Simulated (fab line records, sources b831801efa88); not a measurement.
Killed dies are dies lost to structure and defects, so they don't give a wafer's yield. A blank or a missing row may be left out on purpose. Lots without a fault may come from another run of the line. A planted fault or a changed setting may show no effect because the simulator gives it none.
fab line records | flow sky130
record lots=6 wafers=18 last_day=50
route steps=708 shown FIELD_ISO@10 PAD_OPEN@708
lots that met no fault: from a run of the same line without faults
start_h: hours from the record's first day to the start of the lot's first wafer shown | wait_h: hours since the lot's step before | " the same as in the row above | L1.1+2: a row that stands for several wafers | - no value, or no start given | * or withheld: withheld | < > ~ a bound
route shown NAME@n: a module of which the file shows steps, and the number in the route of the first | usual: mean/standard deviation of fault-free wafers | same: alike in all rows | chamber/n: place in a boat | sites: the reading at each site | _std_site: their standard deviation | _edge_site: outer sites' mean less inner sites' | radius_mm: how far each site lies from the wafer's centre | mask NAME#n: copy n | behind: the tool/chamber that last shaped the wafer | hold: why the lot was held/for how many hours/how that ended | device: the transistor (n, p or np) that didn't switch | end of line: the same wafers' tests at the end of the route | a step without rows: its recipe alone | killed: dies lost to structure and defects at the first sort, not the wafer's yield | map: a wafer's dies, x killed, . not, _ none there
set.NAME: the setting as run; set.NAME@STEP: as run at that earlier step | model.NAME: the simulator's own value behind a step, which no gauge read
lots at some steps of the route; a table a step, a row a wafer
services: from which hour (start_h, from the record's first day; less than 0 if before it) a tool's chamber was out of use, for how many hours, and why
## steps
# step SKY_FIELD_ISO_SOFTBAKE_09
# recipe temp_c=100 time_s=90 resist=KrF-thick
# step SKY_FIELD_ISO_EXPOSE_10
# recipe mask_id=FOM na=0.68 source_shape=annular sigma_inner=0.4 sigma_outer=0.8 target_cd_nm=150 dose_mj=28
# step SKY_FIELD_ISO_PEB_11
# recipe peb_temp_c=withheld peb_time_s=withheld resist=KrF-thick
# step SKY_FIELD_ISO_DEVELOP_12
# recipe develop_time_s=60 resist=KrF-thick dev_temp_c=21
# step SKY_FIELD_ISO_CD_MEAS_13
# recipe target_cd_nm=150
# usual cd_nm=149.8/1.3
# columns lot.wafer tool chamber start_h wait_h cd_nm
L753.3 cd_sem-02 - 57.20 - 150.6
L753.5 " - " " 150.9
L753.6 " - " " 150.4
L756.1 cd_sem-02 - 69.92 - 147.4
L756.4 " - " " 146.9
L756.6 " - " " 147.3
L761.2 cd_sem-02 - 95.69 - 151.4
L761.4 " - " " 150.4
L761.5 " - " " 150.5
L762.2 cd_sem-01 - 102.28 - 149.6
L762.4 " - " " 149.2
L762.5 " - " " 149.8
L770.2 cd_sem-01 - 145.18 - 152.9
L770.4 " - " " 151.0
L770.5 " - " " 150.7
L771.1 cd_sem-01 - 148.16 - 149.7
L771.5 " - " " 149.2
L771.6 " - " " 148.6
# step SKY_FIELD_ISO_ETCH_14
# recipe chemistry=N2/H2 target=BARC ion_energy_ev=200 source_w=500 bias_w=100 pressure_mtorr=30 n2_flow_sccm=100 h2_flow_sccm=200 stop_on=SiO2 time_s=45.9 target_depth_a=600
# usual bias_w=99.97/0.27 chamber_pressure_mTorr=30.001/0.028 drypump_motor_current_A=5.7/0.47 oes_product_au=0.855/0.0049 throttle_valve_pct=13.225/0.0083
# same time_s=45.9
# columns lot.wafer tool chamber start_h wait_h bias_w chamber_pressure_mTorr drypump_motor_current_A oes_product_au rf_hours_counter_h throttle_valve_pct
L753.3 rie_diel-01 3 57.28 0.1 100.19 29.992 6.1 0.858 1 13.224
L753.5 " 0 " " 99.95 30.029 5.9 0.857 - 13.227
L753.6 " 3 " " 100.13 30.018 6.1 0.857 - 13.217
L756.1 rie_diel-03 0 70.04 0.1 99.78 30.017 6.2 0.858 17 13.231
L756.4 " 1 " " 100.04 29.992 4.9 0.858 - 13.210
L756.6 " 3 " " 99.79 29.990 5.6 0.856 - 13.238
L761.2 rie_diel-04 2 95.79 0.1 100.32 30.051 5.8 0.850 161 13.229
L761.4 " 3 " " 100.00 29.996 6.3 0.856 56 13.226
L761.5 " 1 " " 99.66 29.977 5.4 0.861 - 13.222
L762.2 rie_diel-04 2 102.38 0.1 100.08 29.969 5.8 0.847 161 13.227
L762.4 " 0 " " 99.97 29.994 5.1 0.854 73 13.238
L762.5 " 3 " " 99.83 29.988 6.3 0.856 - 13.212
L770.2 rie_diel-03 2 145.28 0.1 99.66 30.024 6.2 0.851 138 13.228
L770.4 " 1 " " 99.62 30.019 4.9 0.860 67 13.234
L770.5 " 3 " " 100.20 29.987 5.7 0.855 - 13.221
L771.1 rie_diel-04 1 148.28 0.1 99.87 30.059 5.4 0.855 130 13.229
L771.5 " 0 " " 99.65 30.042 5.1 0.852 - 13.224
L771.6 " 3 " " 100.23 29.971 6.3 0.851 - 13.223
# step SKY_FIELD_ISO_ETCH_15
# recipe chemistry=CHF3/O2 target_depth_nm=180 stop_on=Si source_w=600 bias_w=200 pressure_mtorr=40 chf3_flow_sccm=50 O2_flow_sccm=5 time_s=72
# usual O2_flow_sccm=4.999/0.015 bias_w=200.1/0.57 drypump_motor_current_A=5.6/0.47 oes_product_au=0.945/0.0072 throttle_valve_pct=8.843/0.0096
# same time_s=72
# columns lot.wafer tool chamber start_h wait_h O2_flow_sccm bias_w drypump_motor_current_A oes_product_au rf_hours_counter_h throttle_valve_pct
L753.3 rie_diel-01 3 57.32 0.0 5.005 198.6 6.0 0.939 2 8.856
L753.5 " 0 " " 4.990 200.3 5.9 0.936 - 8.854
L753.6 " 3 " " 5.002 199.8 6.0 0.945 - 8.849
L756.1 rie_diel-03 0 70.09 0.0 4.978 200.3 6.2 0.945 17 8.857
L756.4 " 1 " " 5.004 200.3 4.9 0.946 - 8.843
L756.6 " 3 " " 5.006 200.3 5.6 0.943 - 8.846
L761.2 rie_diel-04 2 95.84 0.0 4.998 200.9 5.8 0.953 161 8.837
L761.4 " 3 " " 4.987 198.0 6.2 0.948 56 8.849
L761.5 " 1 " " 5.011 200.5 5.4 0.958 - 8.847
L762.2 rie_diel-04 2 102.42 0.0 5.016 200.2 5.8 0.962 161 8.834
L762.4 " 0 " " 4.971 199.9 5.1 0.957 73 8.843
L762.5 " 3 " " 4.994 199.6 6.3 0.957 - 8.849
L770.2 rie_diel-03 2 145.32 0.0 5.036 200.6 6.3 0.936 138 8.843
L770.4 " 1 " " 5.015 200.4 4.9 0.934 67 8.848
L770.5 " 3 " " 4.996 199.4 5.6 0.940 - 8.835
L771.1 rie_diel-04 1 148.32 0.0 4.983 200.7 5.4 0.941 130 8.854
L771.5 " 0 " " 5.002 200.0 5.1 0.945 - 8.840
L771.6 " 3 " " 5.005 198.8 6.3 0.955 - 8.847
# step SKY_FIELD_ISO_STRIP_16
# recipe chemistry=O2/N2 power_w=1400 pressure_mtorr=1500 platen_temp_c=withheld o2_flow_sccm=3000 n2_flow_sccm=300 overash_fraction=0.5
# usual drypump_motor_current_A=5.6/0.4 oes_product_au=0.378/0.0047 strip_time_to_endpoint_s=3.54/0.036
# columns lot.wafer tool chamber start_h wait_h drypump_motor_current_A oes_product_au rf_hours_counter_h strip_time_to_endpoint_s
L753.3 plasma_asher-02 1 57.41 0.1 5.6 0.374 - 3.53
L753.5 " 0 " " 6.4 0.381 - 3.53
L753.6 " 1 " " 5.6 0.369 - 3.53
L756.1 plasma_asher-03 1 70.14 0.0 5.3 0.368 24 3.53
L756.4 " 0 " " 5.5 0.370 - 3.45
L756.6 " 0 " " 5.6 0.378 - 3.58
L761.2 plasma_asher-03 1 95.89 0.0 5.3 0.374 29 3.54
L761.4 " 1 " " 5.3 0.383 - 3.55
L761.5 " 1 " " 5.4 0.387 - 3.59
L762.2 plasma_asher-02 0 102.48 0.0 6.3 0.372 38 3.55
L762.4 " 1 " " 5.6 0.383 - 3.51
L762.5 " 0 " " 6.4 0.378 - 3.55
L770.2 plasma_asher-03 0 145.38 0.0 5.5 0.375 34 3.57
L770.4 " 0 " " 5.5 0.385 - 3.54
L770.5 " 0 " " 5.5 0.374 - 3.61
L771.1 plasma_asher-02 1 148.38 0.0 5.6 0.385 42 3.57
L771.5 " 1 " " 5.6 0.382 - 3.53
L771.6 " 0 " " 6.2 0.385 - 3.54
# step SKY_FIELD_ISO_ETCH_17
# recipe target_depth_a=3420 mask_material=Si3N4 chemistry=HBr/Cl2/O2 target=Si taper_deg=5 icp_w=600 bias_w=150 pressure_mtorr=15 HBr_flow_sccm=150 Cl2_flow_sccm=40 O2_flow_sccm=6 time_s=97.7
# usual HBr_flow_sccm=150.1/0.46 O2_flow_sccm=5.999/0.018 drypump_motor_current_A=5.9/0.34 oes_product_au=1.000/0.013 throttle_valve_pct=25.656/0.012
# same time_s=97.7
# columns lot.wafer tool chamber start_h wait_h HBr_flow_sccm O2_flow_sccm drypump_motor_current_A oes_product_au rf_hours_counter_h throttle_valve_pct
L753.3 rie_si-01 0 57.48 0.0 150.1 5.998 5.8 0.990 2 25.667
L753.5 " 3 " " 150.5 5.999 5.4 1.008 - 25.644
L753.6 " 0 " " 150.2 5.999 5.8 0.996 - 25.663
L756.1 rie_si-02 3 70.24 0.1 149.4 6.023 5.4 0.988 20 25.664
L756.4 " 0 " " 150.2 6.008 6.1 0.993 2 25.660
L756.6 " 2 " " 150.0 6.004 6.4 1.004 - 25.653
L761.2 rie_si-02 1 95.99 0.1 150.4 5.975 6.2 0.976 99 25.679
L761.4 " 2 " " 149.8 6.006 6.4 1.020 3 25.644
L761.5 " 2 " " 149.3 5.968 6.4 1.019 - 25.635
L762.2 rie_si-01 2 102.58 0.1 150.5 6.004 5.9 1.005 28 25.641
L762.4 " 1 " " 150.5 5.996 5.6 1.012 1 25.636
L762.5 " 2 " " 150.0 6.006 5.9 1.001 - 25.654
L770.2 rie_si-02 2 145.48 0.1 149.8 6.017 6.4 1.006 3 25.653
L770.4 " 1 " " 149.9 6.014 6.2 0.979 99 25.662
L770.5 " 0 " " 150.2 5.987 6.1 0.993 - 25.657
L771.1 rie_si-01 2 148.48 0.1 150.1 6.015 5.9 1.013 29 25.661
L771.5 " 0 " " 149.7 5.997 5.9 0.993 - 25.646
L771.6 " 1 " " 149.7 5.988 5.6 1.016 - 25.639
# step SKY_FIELD_ISO_WET_ETCH_18
# recipe chemistry=H3PO4 target_depth_nm=25 temp_c=160 target=Si3N4 time_s=286
# step SKY_FIELD_ISO_CLEAN_19
# recipe chemistry=SC1/SC2 mix=1:4:20 temp_c=70 time_s=150
# step SKY_FIELD_ISO_CLEAN_20
# recipe chemistry=dHF time_s=20 dilution=100:1
# step SKY_FIELD_ISO_WET_ETCH_21
# recipe chemistry=dHF dilution=100:1 target_depth_nm=20 dry=ipa_marangoni target=SiO2 temp_c=25 time_s=400
# usual bath_heat_duty_pct=6.3/0.79 run_length_s=429/4.1 time_s=400/0
# columns lot.wafer tool chamber start_h wait_h bath_heat_duty_pct run_length_s time_s
L753.3 wet_bench-03 0 57.71 0.0 6.7 433 400
L753.5 " 0 " " 5.5 433 400
L753.6 " 0 " " 6.7 433 400
L756.1 wet_bench-03 3 70.49 0.0 6.8 436 400
L756.4 " 3 " " 7.3 436 400
L756.6 " 3 " " 6.9 436 400
L761.2 wet_bench-02 0 96.21 0.0 - - -
L761.4 " 0 " " - - -
L761.5 " 0 " " - - -
L762.2 wet_bench-03 2 102.80 0.0 - - -
L762.4 " 2 " " - - -
L762.5 " 2 " " - - -
L770.2 wet_bench-03 0 145.70 0.0 6.4 424 400
L770.4 " 0 " " 5.8 424 400
L770.5 " 0 " " 5.8 424 400
L771.1 wet_bench-02 1 148.71 0.0 5.5 435 400
L771.5 " 1 " " 5.7 435 400
L771.6 " 1 " " 5.2 435 400
# step SKY_FIELD_ISO_OXIDATION_22
# recipe temp_c=950 ambient=O2 stabilise_s=600 purge_s=300 target_thk_a=100 ox_time_s=623
# step SKY_PAD_OPEN_PROBE_99
# usual killed_at_M0_to_M3=43/7.1 killed_at_M4_up=3.1/1.7 killed_at_contacts=23/5.1 killed_at_front_end=14/4.4 killed_at_other=0.3/0.47 killed_dies=84/9.9 killed_on_rim=16/3.8 killed_open=45/6.6 killed_short=38/6.8
# same gross_dies=492 killed_at_back_side=0
# columns lot.wafer tool chamber start_h wait_h killed_at_M0_to_M3 killed_at_M4_up killed_at_contacts killed_at_front_end killed_at_other killed_dies killed_on_rim killed_open killed_short
L756.1 prober-01 - 1126.54 0.1 45 1 16 17 0 79 14 41 38
L756.4 prober-01 - 1126.69 0.2 44 4 23 19 1 91 17 51 40
L756.6 prober-01 - 1126.79 0.2 39 2 27 13 0 81 8 37 44
L761.2 prober-02 - 1155.99 0.1 41 2 24 425 0 492 96 42 39
L761.4 prober-02 - 1156.09 0.2 53 5 10 424 0 492 96 37 37
L761.5 prober-02 - 1156.14 0.2 43 3 27 418 1 492 96 44 44
L762.2 prober-01 - 1158.90 0.1 50 0 23 419 0 492 96 53 39
L762.4 prober-01 - 1159.00 0.2 45 5 24 418 0 492 96 42 39
L762.5 prober-01 - 1159.05 0.2 45 5 13 429 0 492 96 43 34
# killed by level:class
L756.1 VIA1:geometric_particle:open=15 METAL2:geometric_particle:short=8 FIELD_ISO:geometric_particle:short=7 FIELD_ISO:geometric_particle:open=6 CONTACT:geometric_particle:open=6 METAL1:geometric_particle:short=5 VIA1:geometric_particle:short=5 LI_CONTACT:geometric_particle:open=4
L756.4 VIA2:geometric_particle:open=10 CONTACT:geometric_particle:open=9 VIA1:geometric_particle:open=8 VIA1:geometric_particle:short=6 POLY_GATE:geometric_particle:open=5 LI_CONTACT:geometric_particle:open=5 VIA3:geometric_particle:open=5 FIELD_ISO:geometric_particle:short=4
L756.6 VIA1:geometric_particle:open=11 CONTACT:geometric_particle:short=10 CONTACT:geometric_particle:open=9 METAL2:geometric_particle:short=7 FIELD_ISO:geometric_particle:short=4 METAL1:geometric_particle:short=4 VIA2:geometric_particle:open=4 POLY_GATE:geometric_particle:open=3
L761.2 FIELD_ISO:area_etch=411 CONTACT:geometric_particle:open=10 VIA1:geometric_particle:open=10 VIA3:geometric_particle:open=7 METAL2:geometric_particle:short=6 METAL1:geometric_particle:short=6 CONTACT:geometric_particle:short=5 FIELD_ISO:geometric_particle:short=4
L761.4 FIELD_ISO:area_etch=418 VIA1:geometric_particle:open=17 VIA1:geometric_particle:short=9 METAL1:geometric_particle:short=8 METAL2:geometric_particle:short=7 LI_CONTACT:geometric_particle:open=3 CONTACT:geometric_particle:short=3 CONTACT:geometric_particle:open=3
L761.5 FIELD_ISO:area_etch=404 VIA1:geometric_particle:open=10 CONTACT:geometric_particle:open=8 METAL1:geometric_particle:short=8 LOCAL_INTERCONNECT:geometric_particle:short=7 VIA3:geometric_particle:open=6 CONTACT:geometric_particle:short=6 METAL2:geometric_particle:short=6
L762.2 FIELD_ISO:area_etch=400 VIA1:geometric_particle:open=12 VIA1:geometric_particle:short=10 LI_CONTACT:geometric_particle:open=8 CONTACT:geometric_particle:open=8 VIA2:geometric_particle:short=6 VIA2:geometric_particle:open=6 POLY_GATE:geometric_particle:open=5
L762.4 FIELD_ISO:area_etch=411 VIA1:geometric_particle:open=10 VIA1:geometric_particle:short=9 LOCAL_INTERCONNECT:geometric_particle:short=8 VIA3:geometric_particle:open=7 LI_CONTACT:geometric_particle:open=6 METAL2:geometric_particle:short=6 CONTACT:geometric_particle:open=5
L762.5 FIELD_ISO:area_etch=415 VIA1:geometric_particle:open=11 METAL1:geometric_particle:short=10 CONTACT:geometric_particle:open=7 VIA3:geometric_particle:open=7 FIELD_ISO:geometric_particle:short=5 LI_CONTACT:geometric_particle:open=5 VIA2:geometric_particle:open=5
# map L761.2 (x killed, . not)
__________xxxxxxxxxx_________
________xxxxxxxxxxxxxx_______
______xxxxxxxxxxxxxxxxxx_____
_____xxxxxxxxxxxxxxxxxxxx____
____xxxxxxxxxxxxxxxxxxxxxx___
___xxxxxxxxxxxxxxxxxxxxxxxx__
__xxxxxxxxxxxxxxxxxxxxxxxxxx_
_xxxxxxxxxxxxxxxxxxxxxxxxxxxx
_xxxxxxxxxxxxxxxxxxxxxxxxxxxx
_xxxxxxxxxxxxxxxxxxxxxxxxxxxx
_xxxxxxxxxxxxxxxxxxxxxxxxxxxx
_xxxxxxxxxxxxxxxxxxxxxxxxxxxx
_xxxxxxxxxxxxxxxxxxxxxxxxxxxx
_xxxxxxxxxxxxxxxxxxxxxxxxxxxx
_xxxxxxxxxxxxxxxxxxxxxxxxxxxx
__xxxxxxxxxxxxxxxxxxxxxxxxxx_
___xxxxxxxxxxxxxxxxxxxxxxxx__
____xxxxxxxxxxxxxxxxxxxxxx___
_____xxxxxxxxxxxxxxxxxxxx____
______xxxxxxxxxxxxxxxxxx_____
________xxxxxxxxxxxxxx_______
__________xxxxxxxxxx_________
# map L762.2 (x killed, . not)
__________xxxxxxxxxx_________
________xxxxxxxxxxxxxx_______
______xxxxxxxxxxxxxxxxxx_____
_____xxxxxxxxxxxxxxxxxxxx____
____xxxxxxxxxxxxxxxxxxxxxx___
___xxxxxxxxxxxxxxxxxxxxxxxx__
__xxxxxxxxxxxxxxxxxxxxxxxxxx_
_xxxxxxxxxxxxxxxxxxxxxxxxxxxx
_xxxxxxxxxxxxxxxxxxxxxxxxxxxx
_xxxxxxxxxxxxxxxxxxxxxxxxxxxx
_xxxxxxxxxxxxxxxxxxxxxxxxxxxx
_xxxxxxxxxxxxxxxxxxxxxxxxxxxx
_xxxxxxxxxxxxxxxxxxxxxxxxxxxx
_xxxxxxxxxxxxxxxxxxxxxxxxxxxx
_xxxxxxxxxxxxxxxxxxxxxxxxxxxx
__xxxxxxxxxxxxxxxxxxxxxxxxxx_
___xxxxxxxxxxxxxxxxxxxxxxxx__
____xxxxxxxxxxxxxxxxxxxxxx___
_____xxxxxxxxxxxxxxxxxxxx____
______xxxxxxxxxxxxxxxxxx_____
________xxxxxxxxxxxxxx_______
__________xxxxxxxxxx_________
## services
# columns tool chamber start_h hours kind
rie_diel-03 2 47.77 70.9 repair
rie_diel-03 1 49.34 4.9 repair
plasma_asher-02 - 71.87 6.2 repair
rie_diel-01 1 72.07 8.2 repair
plasma_asher-02 - 77.54 21.4 repair
rie_diel-01 - 78.16 1.2 repair
rie_diel-01 3 87.51 5.5 repair
rie_diel-03 1 103.94 11.4 repair
rie_si-02 - 117.84 0.9 repair
rie_diel-04 0 118.79 7.1 repair
rie_diel-04 2 125.93 - clean
rie_diel-04 2 125.93 25.3 scheduled_down
rie_diel-04 2 125.93 25.3 vent_cycle
rie_diel-03 - 128.52 2.8 pm
## key
first_sign step=SKY_FIELD_ISO_WET_ETCH_21 reading=tool_record direction=missing
effect step=SKY_PAD_OPEN_PROBE_99 reading=killed_at_front_end direction=up sigmas=94 usual=14 struck=422
more_kills_born_at SKY_FIELD_ISO_WET_ETCH_21@wet_bench-02=1232 SKY_FIELD_ISO_WET_ETCH_21@wet_bench-03=1226
met_at SKY_FIELD_ISO_WET_ETCH_21
struck_wafers L761.2,L761.4,L761.5,L762.2,L762.4,L762.5
later_rows_left_out L761.2,L761.4,L761.5,L762.2,L762.4,L762.5
tester_left_out L761,L762
onset_between 70.49 96.21
fault kind=skipped_step_whole tool=wet_bench-02,wet_bench-03 chamber=- onset_h=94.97 steps=SKY_FIELD_ISO_WET_ETCH_21 scope=struck_lots_only
# tester_left_out: of these lots the tester's yield and bins aren't shown, on N5 and GAA mostly nor the transistor test; their killed dies are dies lost to structure and defects alone, not to doping, threshold or leakage, so they don't give the yield
# later_rows_left_out: the simulator's readings of these wafers behind a module that went badly wrong aren't trusted and aren't shown, but for the sort
